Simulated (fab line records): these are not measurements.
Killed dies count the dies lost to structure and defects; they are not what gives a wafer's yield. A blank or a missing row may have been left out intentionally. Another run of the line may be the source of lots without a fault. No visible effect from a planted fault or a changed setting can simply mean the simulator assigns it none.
Comparing a struck lot with a sound one	flow sky130	16 steps out of a route of 708
Sound: these wafers, L952.1, L952.4, L952.6. Struck: wafer L962.1 (L962.4, L962.5, from the same lot, were not struck and are left out); the cause is given at the end.
At each step with rows: each side's tool, then ch and its chambers, then its first start. Under that, the readings that differ: sound wafers	struck wafers	difference of the means	sigmas: that difference in standard deviations of wafers without a fault.
alike: readings with means less than 2 such deviations apart, plus words and numbers identical on both sides. not compared: withheld readings, readings lacking a value on some wafer, bounds such as >300 that could conceal the same value, and numbers that have no deviation in the record and whose values overlap.
Wherever a step has rows on one side only, a row that says differs or no value, or a row with sigmas, the two part there. Non-overlapping numbers with no deviation appear without sigmas and do not part them. A reading missing from all wafers of one side parts the sides only when that side holds two or more wafers.

first, 8 steps without rows for these wafers: SKY_METAL1_DEHYDRATE_07 (time 60 s); SKY_METAL1_HMDS_08 (prime time 60 s); SKY_METAL1_COAT_09 (resist thk 60 nm); SKY_METAL1_COAT_10 (resist thk 450 nm); SKY_METAL1_SOFTBAKE_11 (time 90 s); SKY_METAL1_EXPOSE_12 (exposes mask MM1, target cd 140 nm); SKY_METAL1_PEB_13; SKY_METAL1_DEVELOP_14 (develop time 60 s).
SKY_METAL1_CD_MEAS_15 targets a cd of 140 nm.
  struck on cdSem-01, day 36 22:41; sound on cdSem-01, day 33 13:38
  alike: cdNm
SKY_METAL1_OVL_MEAS_16:
  struck on overlay-02, day 36 22:48; sound on overlay-01, day 33 13:45
  alike: METAL1_OVL
SKY_METAL1_DESCUM_17: chemistry O2, time 8 s.
  sound on rieMetal-02 ch 0,1, day 33 13:47; struck on rieMetal-03 ch 1, day 36 22:50
reading	sound	struck	difference	sigmas
drypumpMotorCurrentA (A)	6.6 6.3 6.6	5.1	-1.4	-2
oesProductAu (a.u.)	1.020 1.004 1.019	0.982	-0.032	-2
  alike: heBacksideLeakSccm
  not compared: rfHoursCounterH
SKY_METAL1_ETCH_18: etches BARC in N2/H2, stops on SiO2, time 45.9 s, target depth 60 nm.
  sound on rieMetal-02 ch 0,1, day 33 13:49; struck on rieMetal-03 ch 1, day 36 22:52
reading	sound	struck	difference	sigmas
drypumpMotorCurrentA (A)	6.6 6.3 6.6	5.1	-1.4	-2
  alike: heBacksideLeakSccm, oesProductAu, throttleValvePct
  not compared: rfHoursCounterH
SKY_METAL1_METAL_ETCH_19: etches the open film in Cl2/BCl3, stops on SiO2, target depth 360 nm, time 78 s.
  sound on rieMetal-02 ch 0,1, day 33 13:53; struck on rieMetal-03 ch 1, day 36 22:56
reading	sound	struck	difference	sigmas
drypumpMotorCurrentA (A)	6.6 6.3 6.6	5.1	-1.4	-2
model.KrF-thick_of_METAL1_COAT_10.thkNm (nm)	160 163 158.4	204.4	+43.9	
model.METAL1.cdNm (nm)	141.8 143.7 140	147	+5	
  alike: bcl3FlowSccm, heBacksideLeakSccm, oesProductAu, throttleValvePct
  not compared: rfHoursCounterH
SKY_METAL1_STRIP_20: strips in O2/N2.
  sound on plasmaAsher-04 ch 0,1, day 33 13:58; struck on plasmaAsher-04 ch 1, day 36 23:01
reading	sound	struck	difference	sigmas
oesProductAu (a.u.)	0.347 0.354 0.340	0.374	+0.027	+4
stripTimeToEndpointS (s)	2.71 2.75 2.68	3.18	+0.47	+6
  alike: drypumpMotorCurrentA
  not compared: rfHoursCounterH
then, 1 step without rows for these wafers: SKY_METAL1_STRIP_21 (strips in post etch residue remover, time 1200 s).
-- the record jumps here: 12 days lie between the struck wafers' starts before and after (it left off in module METAL1 and takes up again in module PAD_OPEN, whose first step shown is number 708 of the route) --
SKY_PAD_OPEN_PROBE_99:
  struck on prober-01, day 48 23:19; sound on prober-02, day 46 07:31
reading	sound	struck	difference	sigmas
killed_at_M4_up	3 4 5	0	-4	-2
killedShort	47 40 36	26	-15	-2
model.etest.met1Comb.leakLog10AUm	-12.07 -12 -12.11	-11.75	+0.31	
  alike: defectLimitedYield, killed_at_M0_to_M3, killedAtContacts, killedAtFrontEnd, killedAtOther, killedDies, killedOpen

## WHERE THEY PART
At SKY_METAL1_DESCUM_17 first; at SKY_PAD_OPEN_PROBE_99 last (within this record only).

WHY: what the simulator had put in
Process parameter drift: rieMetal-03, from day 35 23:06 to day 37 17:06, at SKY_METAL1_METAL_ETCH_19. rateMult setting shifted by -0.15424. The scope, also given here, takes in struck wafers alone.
